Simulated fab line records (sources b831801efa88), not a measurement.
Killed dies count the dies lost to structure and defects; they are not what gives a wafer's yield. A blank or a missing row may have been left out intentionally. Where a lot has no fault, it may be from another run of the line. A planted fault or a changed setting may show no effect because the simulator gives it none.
fab line records | flow sky130
record: lots: 5 wafers: 15 lastDay: 49
route steps=708 shown CONTACT@418 METAL1@434 VIA1@458 PAD_OPEN@708
lots that met no fault: from a run of the same line without faults
startH: the number of hours between the record's first day and the start of the first shown wafer of the lot | waitH: hours since the lot's step before | " repeats the value in the row above | L1.1+2: one row covering several wafers at once | - value missing, or start not given | * or withheld: withheld | < > ~ a bound
route shown NAME@n: names a module that has steps shown in the file, with the first one's number in the route | usual: mean and standard deviation over wafers with no fault | same: alike in all rows | chamber/n: place in a boat | sites: per-site readings | _std_site: standard deviation of those values | _edge_site: outer sites' mean less inner sites' | radiusMm: how far each site lies from the wafer's centre | mask NAME#n: copy n | behind: the last tool/chamber to shape the wafer | hold: cause of the lot's hold/its duration in hours/its outcome | device: which transistor (n, p or np) failed to switch | end of line: tests run on the same wafers once the route is complete | step lacking rows: just its recipe | killed: count of dies lost to structure and defects at first sort (not the wafer's yield) | map: the dies of a wafer, with x for killed, . for not killed, _ for no die there
set.NAME: the setting as run; set.NAME@STEP: as run at that earlier step | model.NAME: the simulator's own value behind a step, which no gauge read
lots seen at some steps along the route; tables by step, rows by wafer
services: from which hour (startH, from the record's first day; less than 0 if before it) a tool's chamber was out of use, for how many hours, and why
== steps ==
step: SKY_CONTACT_PEB_12
recipe: pebTempC: withheld pebTimeS: withheld resist: KrF-thick
step: SKY_CONTACT_DEVELOP_13
recipe: developTimeS: 60 resist: KrF-thick devTempC: 21
step: SKY_CONTACT_CD_MEAS_14
recipe: targetCdNm: 170
usual: cdNm: 170.0/1.5
columns lot.wafer tool chamber startH waitH cdNm
L732.1 cdSem-02 - 747.46 - 168.9
L732.5 " - " " 169.9
L732.6 " - " " 168.7
L733.1 cdSem-01 - 753.91 - 171.4
L733.3 " - " " 171.4
L733.4 " - " " 170.7
L738.1 cdSem-02 - 797.66 - 171.2
L738.2 " - " " 171.8
L738.6 " - " " 172.0
L745.2 cdSem-02 - 860.23 - 169.8
L745.4 " - " " 171.0
L745.6 " - " " 171.1
L747.3 cdSem-02 - 866.15 - 170.9
L747.4 " - " " 171.1
L747.5 " - " " 170.0
step: SKY_CONTACT_OVL_MEAS_15
usual: CONTACT_OVL: -2/5.9
columns lot.wafer tool chamber startH waitH CONTACT_OVL[nm]
L732.1 overlay-02 - 747.58 0.1 -4
L732.5 " - " " 2
L732.6 " - " " -3
L733.1 overlay-02 - 754.03 0.1 -7
L733.3 " - " " -19
L733.4 " - " " -11
L738.1 overlay-01 - 797.78 0.1 3
L738.2 " - " " 8
L738.6 " - " " 6
L745.2 overlay-01 - 860.33 0.1 -8
L745.4 " - " " -8
L745.6 " - " " -3
L747.3 overlay-02 - 866.24 0.1 -6
L747.4 " - " " 6
L747.5 " - " " -5
step: SKY_CONTACT_ETCH_16
recipe: chemistry: N2/H2 target: BARC ionEnergyEv: 200 sourceW: 500 biasW: 100 pressureMtorr: 30 n2FlowSccm: 100 h2FlowSccm: 200 stopOn: SiO2 timeS: 45.9 targetDepthA: 600
usual: biasW: 100.03/0.29 drypumpMotorCurrentA: 5.9/0.44 n2FlowSccm: 100.0/0.3 oesProductAu: 0.855/0.0045 throttleValvePct: 13.224/0.0097
columns lot.wafer tool chamber startH waitH biasW drypumpMotorCurrentA n2FlowSccm oesProductAu rfHoursCounterH throttleValvePct
L732.1 rieDiel-04 0 747.61 0.0 99.62 5.6 99.8 0.854 12 13.232
L732.5 " 2 " " 100.56 6.7 99.9 0.864 - 13.225
L732.6 " 3 " " 100.18 5.8 99.9 0.851 - 13.216
L733.1 rieDiel-02 3 754.07 0.0 100.70 5.8 100.4 0.852 40 13.226
L733.3 " 1 " " 99.80 5.2 100.0 0.858 5 13.213
L733.4 " 2 " " 99.94 6.5 100.0 0.865 24 13.225
L738.1 rieDiel-02 0 797.82 0.0 99.81 6.0 99.6 0.847 3 13.229
L738.2 " 1 " " 100.35 5.2 100.1 0.843 6 13.209
L738.6 " 2 " " 99.85 6.5 100.1 0.853 - 13.228
L745.2 rieDiel-02 2 860.36 0.0 100.20 6.5 99.6 0.854 28 13.250
L745.4 " 3 " " 100.18 5.8 100.7 0.851 2 13.221
L745.6 " 2 " " 100.12 6.5 99.6 0.862 - 13.210
L747.3 rieDiel-03 0 866.26 0.0 100.04 5.3 100.3 0.856 18 13.220
L747.4 " 3 " " 99.83 6.1 100.1 0.849 - 13.213
L747.5 " 1 " " 99.75 6.0 100.7 0.852 - 13.225
step: SKY_CONTACT_ETCH_17
recipe: target: SiO2 chemistry: C4F8/O2/Ar stopOn: Si3N4 maskMaterial: KrF-thick sourceW: 1500 biasW: 1200 pressureMtorr: 40 c4f8FlowSccm: withheld O2_flow_sccm: 6 Ar_flow_sccm: 300 timeS: withheld targetDepthA: 3400
step: SKY_CONTACT_ETCH_18
recipe: target: Si3N4 chemistry: CHF3/O2 stopOn: TiN sourceW: 600 biasW: 200 pressureMtorr: 40 chf3FlowSccm: 50 O2_flow_sccm: 5 timeS: 39 targetDepthA: 750
step: SKY_CONTACT_STRIP_19
recipe: chemistry: O2/N2 powerW: 1400 pressureMtorr: 1500 platenTempC: withheld o2FlowSccm: 3000 n2FlowSccm: 300 overashFraction: 0.5
step: SKY_CONTACT_STRIP_20
recipe: chemistry: postEtchResidueRemover timeS: 1200 tempC: 72.5
step: SKY_CONTACT_CLEAN_21
recipe: chemistry: IPA timeS: 180 tempC: 25
step: SKY_CONTACT_CLEAN_22
recipe: chemistry: O3/DIW dry: n2Spin
step: SKY_CONTACT_SPUTTER_23
recipe: material: TiN targetThkNm: 20 chamberPressurePa: 5 powerW: 4000 timeS: 80
step: SKY_CONTACT_CVD_24
recipe: material: W targetThkNm: 340 timeS: 102.12 tempC: 400 pressureTorr: 40
usual: heaterPowerW: 838/100 susceptorTempC: 399.99/0.22
columns lot.wafer tool chamber startH waitH heaterPowerW sinceWetCleanH susceptorTempC
L732.1 cvdW-02 0 748.40 0.0 718 344 400.08
L732.5 " 1 " " 956 - 400.05
L732.6 " 0 " " 714 - 399.72
L733.1 cvdW-02 0 754.85 0.0 698 351 399.83
L733.3 " 1 " " 968 - 400.20
L733.4 " 0 " " 711 - 400.03
L738.1 cvdW-02 0 798.61 0.0 732 395 400.00
L738.2 " 1 " " 962 395 399.74
L738.6 " 1 " " 957 - 400.09
L745.2 cvdW-01 0 861.15 0.0 903 957 400.12
L745.4 " 1 " " 755 - 399.48
L745.6 " 0 " " 910 - 400.19
L747.3 cvdW-02 1 867.23 0.1 963 - 399.88
L747.4 " 0 " " 713 - 399.94
L747.5 " 1 " " 926 - 400.00
step: SKY_CONTACT_RS_MEAS_25
recipe: thkMeasGauge: four-point-probe reads: W_of_CONTACT_CVD_24+TiN_of_CONTACT_SPUTTER_23
usual: CONTACT_W_RS: 0.339/0.0032
columns lot.wafer tool chamber startH waitH CONTACT_W_RS[ohm/sq]
L732.1 filmMetro-02 - 748.51 0.1 0.336
L732.5 " - " " 0.336
L732.6 " - " " 0.338
L733.1 filmMetro-04 - 754.96 0.1 0.341
L733.3 " - " " 0.341
L733.4 " - " " 0.341
L738.1 filmMetro-02 - 798.72 0.1 0.346
L738.2 " - " " 0.343
L738.6 " - " " 0.341
L745.2 filmMetro-04 - 861.28 0.1 0.343
L745.4 " - " " 0.346
L745.6 " - " " 0.340
L747.3 filmMetro-03 - 867.35 0.1 0.343
L747.4 " - " " 0.338
L747.5 " - " " 0.345
step: SKY_CONTACT_THK_MEAS_26
recipe: thkMeasGauge: xrf reads: W_of_CONTACT_CVD_24
usual: CONTACT_W_THK: 349/5.1
columns lot.wafer tool chamber startH waitH CONTACT_W_THK[nm]
L732.1 filmMetro-02 - 748.63 0.1 356
L732.5 " - " " 357
L732.6 " - " " 354
L733.1 filmMetro-04 - 755.08 0.1 348
L733.3 " - " " 346
L733.4 " - " " 346
L738.1 filmMetro-02 - 798.84 0.1 348
L738.2 " - " " 352
L738.6 " - " " 353
L745.2 filmMetro-04 - 861.39 0.1 337
L745.4 " - " " 335
L745.6 " - " " 341
L747.3 filmMetro-03 - 867.45 0.1 344
L747.4 " - " " 349
L747.5 " - " " 343
step: SKY_CONTACT_CMP_27
recipe: stopOn: SiO2 tOverpolishS: 15 downForcePsi: 3.5 platenRpm: 60 targetThkNm: 0 padVelocityMS: 0.94248
step: SKY_METAL1_SPUTTER_00
recipe: material: Ti targetThkNm: 15 powerW: 3000 timeS: 10 chamberPressurePa: 0.4
usual: throttleValvePct: 29.9/0.65
columns lot.wafer tool chamber startH waitH throttleValvePct
L732.1 pvdSputter-04 - 748.99 0.1 29.7
L732.5 " - " " 30.7
L732.6 " - " " 29.8
L733.1 pvdSputter-04 - 755.44 0.2 30.5
L733.3 " - " " 29.5
L733.4 " - " " 30.1
L738.1 pvdSputter-04 - 799.20 0.1 30.4
L738.2 " - " " 29.4
L738.6 " - " " 30.0
L745.2 pvdSputter-01 - 861.74 0.1 29.8
L745.4 " - " " 30.4
L745.6 " - " " 30.4
L747.3 pvdSputter-02 - 867.79 0.2 29.0
L747.4 " - " " 30.8
L747.5 " - " " 29.1
step: SKY_METAL1_SPUTTER_01
recipe: material: TiN targetThkNm: 20 powerW: 6500 timeS: 16.7 chamberPressurePa: 0.4
step: SKY_METAL1_SPUTTER_02
recipe: material: AlCu targetThkNm: 250 powerW: 10600 timeS: 13.3 chamberPressurePa: 0.4
step: SKY_METAL1_SPUTTER_03
recipe: material: Ti targetThkNm: 5 powerW: 3000 timeS: 3.3 chamberPressurePa: 0.4
usual: throttleValvePct: 29.9/0.64
columns lot.wafer tool chamber startH waitH throttleValvePct
L732.1 pvdSputter-04 - 749.06 0.0 29.6
L732.5 " - " " 30.5
L732.6 " - " " 30.2
L733.1 pvdSputter-04 - 755.51 0.0 30.7
L733.3 " - " " 30.0
L733.4 " - " " 30.0
L738.1 pvdSputter-04 - 799.27 0.0 30.6
L738.2 " - " " 29.4
L738.6 " - " " 29.9
L745.2 pvdSputter-01 - 861.81 0.0 29.7
L745.4 " - " " 30.2
L745.6 " - " " 30.2
L747.3 pvdSputter-02 - 867.86 0.0 29.1
L747.4 " - " " 30.7
L747.5 " - " " 29.0
step: SKY_METAL1_SPUTTER_04
recipe: material: TiN targetThkNm: 70 powerW: 6500 timeS: 58.3 chamberPressurePa: 0.4
usual: throttleValvePct: 29.9/0.65
columns lot.wafer tool chamber startH waitH throttleValvePct
L732.1 pvdSputter-04 - 749.08 0.0 29.7
L732.5 " - " " 30.6
L732.6 " - " " 29.7
L733.1 pvdSputter-04 - 755.53 0.0 30.7
L733.3 " - " " 29.6
L733.4 " - " " 29.8
L738.1 pvdSputter-04 - 799.29 0.0 30.5
L738.2 " - " " 29.5
L738.6 " - " " 30.0
L745.2 pvdSputter-01 - 861.83 0.0 29.9
L745.4 " - " " 30.0
L745.6 " - " " 30.2
L747.3 pvdSputter-02 - 867.88 0.0 29.1
L747.4 " - " " 30.6
L747.5 " - " " 29.2
step: SKY_METAL1_RS_MEAS_05
recipe: thkMeasGauge: four-point-probe reads: TiN_of_METAL1_SPUTTER_04+Ti_of_METAL1_SPUTTER_03+AlCu_of_METAL1_SPUTTER_02+TiN_of_METAL1_SPUTTER_01+Ti_of_METAL1_SPUTTER_00
usual: METAL1_ALCU_RS: 0.1265/0.0016
columns lot.wafer tool chamber startH waitH METAL1_ALCU_RS[ohm/sq]
L732.1 filmMetro-04 - 749.13 0.0 0.1261
L732.5 " - " " 0.1267
L732.6 " - " " 0.1269
L733.1 filmMetro-04 - 755.58 0.0 0.1258
L733.3 " - " " 0.1254
L733.4 " - " " 0.1257
L738.1 filmMetro-01 - 799.34 0.0 0.1263
L738.2 " - " " 0.1252
L738.6 " - " " 0.1267
L745.2 filmMetro-04 - 861.90 0.0 0.1287
L745.4 " - " " 0.1254
L745.6 " - " " 0.1263
L747.3 filmMetro-04 - 867.97 0.1 0.1271
L747.4 " - " " 0.1271
L747.5 " - " " 0.1276
step: SKY_METAL1_THK_MEAS_06
recipe: thkMeasGauge: xrf reads: AlCu_of_METAL1_SPUTTER_02
usual: METAL1_ALCU_THK: 252/3.3
columns lot.wafer tool chamber startH waitH METAL1_ALCU_THK[nm]
L732.1 filmMetro-04 - 749.25 0.1 254
L732.5 " - " " 253
L732.6 " - " " 252
L733.1 filmMetro-04 - 755.70 0.1 253
L733.3 " - " " 256
L733.4 " - " " 255
L738.1 filmMetro-01 - 799.46 0.1 254
L738.2 " - " " 255
L738.6 " - " " 250
L745.2 filmMetro-04 - 862.01 0.1 248
L745.4 " - " " 253
L745.6 " - " " 251
L747.3 filmMetro-04 - 868.07 0.1 249
L747.4 " - " " 251
L747.5 " - " " 249
step: SKY_METAL1_DEHYDRATE_07
recipe: tempC: 200 timeS: 60
step: SKY_METAL1_HMDS_08
recipe: primeTimeS: 60 primeTempC: 120
step: SKY_METAL1_COAT_09
recipe: resist: BARC tempC: withheld timeS: withheld spinRpm: 3000 resistThkNm: 60
step: SKY_METAL1_COAT_10
recipe: resist: KrF-thick spinRpm: 3000 resistThkNm: 450
step: SKY_METAL1_SOFTBAKE_11
recipe: tempC: 100 timeS: 90 resist: KrF-thick
step: SKY_METAL1_EXPOSE_12
recipe: maskId: MM1 na: 0.8 sourceShape: annular sigmaInner: 0.55 sigmaOuter: 0.85 targetCdNm: 140 doseMj: 28
step: SKY_METAL1_PEB_13
recipe: pebTempC: withheld pebTimeS: withheld resist: KrF-thick
step: SKY_METAL1_DEVELOP_14
recipe: developTimeS: 60 resist: KrF-thick devTempC: 21
step: SKY_METAL1_CD_MEAS_15
recipe: targetCdNm: 140
usual: cdNm: 139.5/1.6
columns lot.wafer tool chamber startH waitH cdNm
L732.1 cdSem-02 - 775.81 - 138.8
L732.5 " - " " 138.5
L732.6 " - " " 138.6
L733.1 cdSem-02 - 782.92 - 141.8
L733.3 " - " " 140.1
L733.4 " - " " 141.4
L738.1 cdSem-02 - 825.71 - 137.3
L738.2 " - " " 139.7
L738.6 " - " " 139.5
L745.2 cdSem-01 - 887.59 - 141.8
L745.4 " - " " 141.8
L745.6 " - " " 143.5
L747.3 cdSem-01 - 892.90 - 139.3
L747.4 " - " " 138.8
L747.5 " - " " 140.8
step: SKY_METAL1_OVL_MEAS_16
usual: METAL1_OVL: 0/6.4
columns lot.wafer tool chamber startH waitH METAL1_OVL[nm]
L732.1 overlay-01 - 775.93 0.1 1
L732.5 " - " " 2
L732.6 " - " " -6
L733.1 overlay-01 - 783.04 0.1 -5
L733.3 " - " " -2
L733.4 " - " " 7
L738.1 overlay-02 - 825.83 0.1 -4
L738.2 " - " " 2
L738.6 " - " " 7
L745.2 overlay-01 - 887.70 0.1 4
L745.4 " - " " 1
L745.6 " - " " 3
L747.3 overlay-01 - 892.99 0.1 -8
L747.4 " - " " 1
L747.5 " - " " -6
step: SKY_METAL1_DESCUM_17
recipe: chemistry: O2 sourcePowerW: 150 biasPowerW: 0 pressureMtorr: 10 tempC: 40 timeS: 8
step: SKY_METAL1_ETCH_18
recipe: chemistry: N2/H2 target: BARC ionEnergyEv: 200 biasW: 100 pressureMtorr: 30 n2FlowSccm: 100 h2FlowSccm: 200 icpW: 500 stopOn: SiO2 timeS: 45.9 targetDepthA: 600
usual: biasW: 100.0/0.31 drypumpMotorCurrentA: 5.9/0.49 n2FlowSccm: 100.0/0.32 oesProductAu: 0.855/0.0048 throttleValvePct: 13.225/0.0084
columns lot.wafer tool chamber startH waitH biasW drypumpMotorCurrentA n2FlowSccm oesProductAu rfHoursCounterH throttleValvePct
L732.1 rieMetal-02 0 775.99 0.0 100.2 5.8 100.4 0.854 13 13.219
L732.5 " 1 " " 99.9 6.4 99.3 0.854 - 13.220
L732.6 " 0 " " 100.4 5.8 100.2 0.861 - 13.236
L733.1 rieMetal-04 1 783.11 0.0 99.8 6.1 100.2 0.846 13 13.232
L733.3 " 1 " " 99.3 6.1 100.1 0.861 - 13.237
L733.4 " 0 " " 100.1 5.1 100.2 0.854 - 13.217
L738.1 rieMetal-02 1 825.89 0.0 100.3 6.4 100.2 0.853 4 13.217
L738.2 " 0 " " 99.7 5.9 99.6 0.855 15 13.230
L738.6 " 1 " " 100.3 6.4 100.0 0.851 - 13.243
L745.2 rieMetal-04 0 887.77 0.0 100.0 5.1 99.8 0.855 11 13.224
L745.4 " 0 " " 100.0 5.1 99.6 0.855 - 13.234
L745.6 " 1 " " 100.3 6.1 100.1 0.856 - 13.228
L747.3 rieMetal-02 1 893.12 0.1 99.5 6.4 100.1 0.854 - 13.213
L747.4 " 1 " " 100.0 6.4 100.2 0.860 - 13.223
L747.5 " 1 " " 99.9 6.4 100.0 0.848 - 13.225
step: SKY_METAL1_METAL_ETCH_19
recipe: targetDepthA: 3600 stopOn: SiO2 overEtchFrac: 0.3 timeS: 78 chemistry: Cl2/BCl3 resistSidewallDeg: 88 pressureMtorr: 10 icpW: 900 biasW: 48.5 Cl2_flow_sccm: 60 bcl3FlowSccm: 30
step: SKY_METAL1_STRIP_20
recipe: chemistry: O2/N2 powerW: 1400 pressureMtorr: 1500 platenTempC: withheld o2FlowSccm: 3000 n2FlowSccm: 300 overashFraction: 0.5
step: SKY_METAL1_STRIP_21
recipe: chemistry: postEtchResidueRemover timeS: 1200 tempC: 72.5
step: SKY_METAL1_CLEAN_22
recipe: chemistry: IPA timeS: 180 tempC: 25
step: SKY_METAL1_CLEAN_23
recipe: chemistry: O3/DIW dry: n2Spin
step: SKY_VIA1_HDPCVD_00
recipe: material: SiO2 targetThkNm: 1030 sigmaOpenFrac: 0.3 timeS: 171.7 tempC: 400 sih4FlowSccm: 60 pressureMtorr: 6
step: SKY_VIA1_THK_MEAS_01
recipe: reads: SiO2_of_VIA1_HDPCVD_00
usual: VIA1_HDPCVD_THK: 1026/11
columns lot.wafer tool chamber startH waitH VIA1_HDPCVD_THK[nm]
L732.1 filmMetro-01 - 776.86 0.1 1036
L732.5 " - " " 1023
L732.6 " - " " 1036
L733.1 filmMetro-02 - 784.00 0.1 1039
L733.3 " - " " 1042
L733.4 " - " " 1038
L738.1 filmMetro-01 - 826.79 0.1 1036
L738.2 " - " " 1036
L738.6 " - " " 1041
L745.2 filmMetro-01 - 888.64 0.1 1035
L745.4 " - " " 1031
L745.6 " - " " 1041
L747.3 filmMetro-03 - 894.11 0.1 1036
L747.4 " - " " 1017
L747.5 " - " " 1018
step: SKY_PAD_OPEN_PROBE_99
usual: killed_at_M0_to_M3: 43/6.7 killed_at_M4_up: 3.2/1.9 killedAtContacts: 24/5.9 killedAtFrontEnd: 15/4.1 killedAtOther: 0.3/0.56 killedDies: 86/9.5 killedOpen: 47/7.4 killedShort: 39/5.5
same: grossDies: 492 killedAtBackSide: 0
columns lot.wafer tool chamber startH waitH hold killed_at_M0_to_M3 killed_at_M4_up killedAtContacts killedAtFrontEnd killedAtOther killedDies killedOpen killedShort
L732.1 prober-01 - 1085.42 0.1 - 57 1 27 9 3 97 53 44
L732.5 prober-01 - 1085.62 0.2 - 39 2 34 20 1 96 61 35
L732.6 prober-01 - 1085.67 0.2 - 45 3 40 19 1 108 57 51
L733.1 prober-02 - 1090.93 0.1 - 39 2 22 12 0 75 44 31
L733.3 prober-02 - 1091.03 0.2 - 60 2 26 10 0 98 53 45
L733.4 prober-02 - 1091.08 0.2 - 29 5 30 14 1 79 45 34
L738.1 prober-02 - 1122.95 0.1 awaitDispo/4.9h/release 34 3 80 12 0 129 46 23
L738.2 prober-02 - 1123.00 0.1 awaitDispo/4.9h/release 44 4 25 12 0 85 51 34
L738.6 prober-02 - 1123.20 0.2 awaitDispo/4.9h/release 46 1 22 17 0 86 48 38
L745.2 prober-02 - 1166.64 0.1 - 43 3 36 25 0 107 60 47
L745.4 prober-02 - 1166.74 0.2 - 42 4 30 20 0 96 52 44
L745.6 prober-02 - 1166.84 0.2 - 49 0 28 16 0 93 46 47
L747.3 prober-02 - 1171.78 0.2 - 48 1 12 11 0 72 40 32
L747.4 prober-02 - 1171.83 0.2 - 42 3 21 20 0 86 48 38
L747.5 prober-02 - 1171.88 0.2 - 46 2 12 14 1 75 40 35
killed by level:class
L732.1 VIA1:geometricParticle:open=14 VIA3:geometricParticle:open=10 METAL1:geometricParticle:short=8 METAL2:geometricParticle:short=8 LI_CONTACT:geometricParticle:short=7 CONTACT:geometricParticle:open=7 VIA1:geometricParticle:short=7 CONTACT:geometricParticle:short=4
L732.5 LI_CONTACT:geometricParticle:open=13 CONTACT:geometricParticle:open=12 FIELD_ISO:geometricParticle:open=9 VIA1:geometricParticle:open=8 METAL1:geometricParticle:short=7 VIA2:geometricParticle:open=5 VIA3:geometricParticle:open=5 METAL3:geometricParticle:short=4
L732.6 LI_CONTACT:geometricParticle:open=11 VIA1:geometricParticle:open=11 CONTACT:geometricParticle:open=10 LOCAL_INTERCONNECT:geometricParticle:short=9 VIA1:geometricParticle:short=8 VIA2:geometricParticle:open=7 METAL1:geometricParticle:short=6 VIA3:geometricParticle:open=5
L733.1 VIA1:geometricParticle:open=11 LI_CONTACT:geometricParticle:open=8 LOCAL_INTERCONNECT:geometricParticle:short=6 FIELD_ISO:geometricParticle:open=5 VIA2:geometricParticle:open=5 VIA1:geometricParticle:short=5 VIA3:geometricParticle:open=5 LI_CONTACT:geometricParticle:short=3
L733.3 VIA1:geometricParticle:open=16 LI_CONTACT:geometricParticle:open=13 VIA3:geometricParticle:open=10 METAL1:geometricParticle:short=8 LOCAL_INTERCONNECT:geometricParticle:short=7 VIA2:geometricParticle:short=6 VIA2:geometricParticle:open=6 VIA1:geometricParticle:short=5
L733.4 LI_CONTACT:geometricParticle:open=12 VIA3:geometricParticle:open=8 LOCAL_INTERCONNECT:geometricParticle:short=7 CONTACT:geometricParticle:open=6 FIELD_ISO:geometricParticle:short=5 VIA1:geometricParticle:open=5 LI_CONTACT:geometricParticle:short=4 METAL4:geometricParticle:short=4
L738.1 CONTACT:unspecified=60 VIA1:geometricParticle:open=10 LI_CONTACT:geometricParticle:open=7 CONTACT:geometricParticle:open=6 METAL1:geometricParticle:short=6 VIA2:geometricParticle:open=6 VIA3:geometricParticle:open=5 FIELD_ISO:geometricParticle:open=4
L738.2 VIA1:geometricParticle:open=11 CONTACT:geometricParticle:open=9 VIA3:geometricParticle:open=6 LI_CONTACT:geometricParticle:open=5 VIA2:geometricParticle:short=5 FIELD_ISO:geometricParticle:open=4 CONTACT:geometricParticle:short=4 VIA1:geometricParticle:short=4
L738.6 VIA3:geometricParticle:open=12 CONTACT:geometricParticle:open=12 VIA1:geometricParticle:short=7 LI_CONTACT:geometricParticle:open=7 METAL2:geometricParticle:short=5 METAL1:geometricParticle:short=5 FIELD_ISO:geometricParticle:short=4 POLY_GATE:geometricParticle:short=4
L745.2 CONTACT:geometricParticle:open=14 LI_CONTACT:geometricParticle:open=10 VIA1:geometricParticle:open=8 VIA3:geometricParticle:open=7 POLY_GATE:geometricParticle:short=7 VIA1:geometricParticle:short=6 POLY_GATE:geometricParticle:open=6 CONTACT:geometricParticle:short=6
L745.4 VIA1:geometricParticle:open=14 CONTACT:geometricParticle:open=11 VIA1:geometricParticle:short=8 CONTACT:geometricParticle:short=7 METAL1:geometricParticle:short=6 LI_CONTACT:geometricParticle:open=5 FIELD_ISO:geometricParticle:open=4 POLY_GATE:geometricParticle:open=4
L745.6 LI_CONTACT:geometricParticle:open=9 VIA1:geometricParticle:open=9 CONTACT:geometricParticle:open=8 VIA1:geometricParticle:short=7 METAL2:geometricParticle:short=6 VIA3:geometricParticle:open=6 POLY_GATE:geometricParticle:short=5 VIA2:geometricParticle:short=5
L747.3 VIA1:geometricParticle:open=10 VIA2:geometricParticle:open=9 LI_CONTACT:geometricParticle:open=7 VIA3:geometricParticle:open=6 METAL2:geometricParticle:short=5 METAL3:geometricParticle:short=5 VIA1:geometricParticle:short=4 POLY_GATE:geometricParticle:open=3
L747.4 VIA1:geometricParticle:open=11 CONTACT:geometricParticle:short=8 FIELD_ISO:geometricParticle:short=7 VIA3:geometricParticle:open=6 CONTACT:geometricParticle:open=6 VIA2:geometricParticle:open=6 METAL1:geometricParticle:short=5 POLY_GATE:geometricParticle:short=4
L747.5 VIA2:geometricParticle:open=13 VIA1:geometricParticle:open=8 VIA1:geometricParticle:short=6 LI_CONTACT:geometricParticle:open=4 METAL2:geometricParticle:short=4 FIELD_ISO:geometricParticle:short=3 FIELD_ISO:geometricParticle:open=3 POLY_GATE:geometricParticle:short=3
map L738.1 (x killed, . not)
__________......x..._________
________.......x.....x_______
______x.x...xx..x......x_____
_____...x..x...x..x.xxxxx____
____x.x....x..x....x.xxxxx___
___...........x..x.xxxxxxxx__
__......x.xx......xxxxxxxxxx_
_..x.x.............xxxxxxxxxx
_....xx......x.x...xxxxxxxxx.
_..x......x........xxxxx.xx..
_.................x....xxx...
_.............x..........x...
_........x..x...xx..x.xxx..x.
_.......x...x....x.x.x.......
_.........x..x..............x
__........x.............x.x._
___.xx.x............x.....x__
____...............x.x....___
_____x..xx.xxx...x.......____
______....x............._____
________.....x.....x.._______
__________.......x.._________
map L733.3 (x killed, . not)
__________.........._________
________..xxx.......xx_______
______..x.x......x.x...._____
_____.x.x.x...x......x...____
____..x..............x.x..___
___................x.....x.__
__.x...x.x...........x...x.._
_.x.x..x.x....xx.............
_.xxx....xxxx....x...........
_..x.x..x.........x..x...xxx.
_.......xx.......x.....x.....
_........xx.........x........
_x..........xx.xx......x.....
_..........xx......x....xxx..
_...x....x..x......x.........
__x......x.........xx......._
___..x...........xx........__
____..x.......x.x...x...xx___
_____.x.xx......x......xx____
______.x......x...x....._____
________.....xx...xx.x_______
__________.x....x..._________
== services ==
columns tool chamber startH hours kind
cvdW-01 1 728.82 4.6 repair
cvdW-01 - 729.35 1.2 repair
rieDiel-02 0 747.24 5.0 repair
pvdSputter-04 - 750.42 3.3 repair
pvdSputter-02 - 763.54 2.9 repair
cvdW-02 - 771.61 6.0 pm
pvdSputter-01 - 787.98 2.9 repair
rieDiel-02 3 791.59 - clean
rieDiel-04 0 817.50 3.2 repair
pvdSputter-01 - 831.88 1.1 repair
rieDiel-03 2 845.24 3.2 repair
rieDiel-04 - 846.25 0.6 repair
pvdSputter-01 - 861.93 0.6 repair
rieMetal-02 0 863.30 - clean
rieMetal-02 0 863.30 22.1 scheduledDown
rieMetal-02 0 863.30 22.1 ventCycle
pvdSputter-04 0 873.57 - consumableReplace:kit
pvdSputter-04 0 873.57 18.0 scheduledDown
pvdSputter-04 0 873.57 18.0 ventCycle
pvdSputter-02 0 876.91 - consumableReplace:kit
pvdSputter-02 0 876.91 18.0 scheduledDown
rieDiel-04 - 879.15 1.1 repair
rieMetal-02 0 885.90 15.6 repair
pvdSputter-04 - 887.68 1.5 repair
== key ==
firstSign: step: SKY_PAD_OPEN_PROBE_99 reading: killedAtContacts direction: up sigmas: 9.5 usual: 24 struck: 80
effect: step: SKY_PAD_OPEN_PROBE_99 reading: killedDies direction: up sigmas: 4.5 usual: 86 struck: 129
metAt SKY_CONTACT_CVD_24
struckWafers L738.1
testerLeftOut L738
onsetBetween 754.85 798.61
fault: kind: chamberParticleSource tool: cvdW-02 chamber: 0 onsetH: 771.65 steps: SKY_CONTACT_CVD_24 ratePerVisitCm2: 1.48 endH: 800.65
testerLeftOut: of these lots the tester's yield and bins aren't shown, on N5 and GAA mostly nor the transistor test; their killed dies are dies lost to structure and defects alone, not to doping, threshold or leakage, so they don't give the yield
